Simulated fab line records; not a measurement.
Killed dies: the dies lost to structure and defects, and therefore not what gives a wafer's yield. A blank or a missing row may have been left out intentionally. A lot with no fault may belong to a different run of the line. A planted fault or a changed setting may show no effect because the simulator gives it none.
A lot that was struck, set against a sound lot :: flow sky130 :: 17 out of 708 route steps
Sound: the wafers L285.2, L285.4, L285.6. Struck: wafers L294.1, L294.2, L294.4. Last of all comes the cause.
For every step that has rows: the tool of each side, followed by ch and its chambers, followed by its first start. Under that, the readings that differ: sound wafers :: struck wafers :: difference of the means :: sigmas: that difference in standard deviations of wafers without a fault.
alike: same words and numbers on both sides, and readings whose means sit less than 2 such deviations apart. not compared: any withheld reading, any reading some wafer has no value for, any bound like >300 that may hide the same value, and any number with overlapping values for which the record gives no deviation.
Wherever a step has rows on one side only, a row that says differs or no value, or a row with sigmas, the two part there. Numbers that don't overlap but have no deviation are shown without sigmas and don't part them. A reading missing from all wafers of one side parts the sides only when that side holds two or more wafers.

SKY_VIA2_CMP_02: polishes SiO2.
  sound on cmp-02 ch 0,1,2, day 36 05:38; struck on cmp-01 ch 0,2,3, day 38 21:05
  alike: motorCurrentA
SKY_VIA2_BOW_MEAS_03:
  struck on filmMetro-02, day 38 21:23; sound on filmMetro-01, day 36 05:58
  alike: VIA2_BOW
then, 8 steps without rows for these wafers: SKY_VIA2_DEHYDRATE_04 (time 60 s); SKY_VIA2_HMDS_05 (prime time 60 s); SKY_VIA2_COAT_06 (resist thk 60 nm); SKY_VIA2_COAT_07 (resist thk 450 nm); SKY_VIA2_SOFTBAKE_08 (time 90 s); SKY_VIA2_EXPOSE_09 (exposes mask VIM2, target cd 200 nm); SKY_VIA2_PEB_10; SKY_VIA2_DEVELOP_11 (develop time 60 s).
SKY_VIA2_CD_MEAS_12: the cd target is 200 nm.
  struck on cdSem-02, day 39 21:34; sound on cdSem-02, day 37 07:35
  alike: cdNm
SKY_VIA2_OVL_MEAS_13:
  struck on overlay-02, day 39 21:41; sound on overlay-01, day 37 07:41
  alike: VIA2_OVL
SKY_VIA2_ETCH_14: etches BARC in N2/H2, stops on SiO2, time 45.9 s, target depth 60 nm.
  sound on rieDiel-03 ch 2,3, day 37 07:43; struck on rieDiel-03 ch 0,1,2, day 39 21:44
reading: oesProductAu (a.u.)
sound: 0.865 0.849 0.854
struck: 0.766 0.760 0.758
difference: -0.095
sigmas: -20

reading: runLengthS (s)
sound: 74.8 73.7 74.6
struck: 86.4 85.1 85.7
difference: +11.4
sigmas: +22

reading: model.KrF-thick_of_VIA2_COAT_07.thkNm (nm)
sound: 390.7 389.1 390.1
struck: 382.3 382 383.2
difference: -7.5
sigmas: 
  alike: drypumpMotorCurrentA, throttleValvePct
  not compared: rfHoursCounterH
SKY_VIA2_ETCH_15: etches SiO2 in C4F8/O2/Ar, stops on TiN, target depth 546 nm, time 84 s.
  sound on rieDiel-03 ch 2,3, day 37 07:46; struck on rieDiel-03 ch 0,1,2, day 39 21:46
reading: model.KrF-thick_of_VIA2_COAT_07.thkNm (nm)
sound: 281 278.9 280.7
struck: 272.4 271.7 274.1
difference: -7.5
sigmas: 
  alike: oesProductAu, runLengthS
SKY_VIA2_STRIP_16: strips in O2/N2.
  sound on plasmaAsher-01 ch 0, day 37 07:49; struck on plasmaAsher-01 ch 0,1, day 39 21:50
reading: oesProductAu (a.u.)
sound: 0.395 0.402 0.401
struck: 0.387 0.388 0.394
difference: -0.010
sigmas: -2

reading: stripTimeToEndpointS (s)
sound: 4.034 3.997 4.045
struck: 3.922 3.930 3.954
difference: -0.090
sigmas: -4
  alike: drypumpMotorCurrentA
  not compared: rfHoursCounterH
then, 1 step without rows for these wafers: SKY_VIA2_STRIP_17 (strips in post etch residue remover, time 1200 s).
-- the record jumps here: 9 days lie between the struck wafers' starts before and after (it left off in module VIA2 and takes up again in module PAD_OPEN, whose first step shown is number 708 of the route) --
SKY_PAD_OPEN_PROBE_99:
  struck on prober-02, day 48 18:00; sound on prober-01, day 46 15:32
  alike: defectLimitedYield, killed_at_M0_to_M3, killed_at_M4_up, killedAtContacts, killedAtFrontEnd, killedAtOther, killedDies, killedOpen, killedShort, sort_bin_3_pad_short, sort_bin_5_function, sort_bin_6_memory, sortNPass, sortYieldPct

## WHERE THEY PART
Last at SKY_VIA2_STRIP_16 as far as this record goes, first at SKY_VIA2_ETCH_14. Later steps at which nothing parts them and some readings are alike: SKY_PAD_OPEN_PROBE_99.

WHY: whatever the simulator had introduced
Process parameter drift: rieDiel-03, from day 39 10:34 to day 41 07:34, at SKY_VIA2_ETCH_14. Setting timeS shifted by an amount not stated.
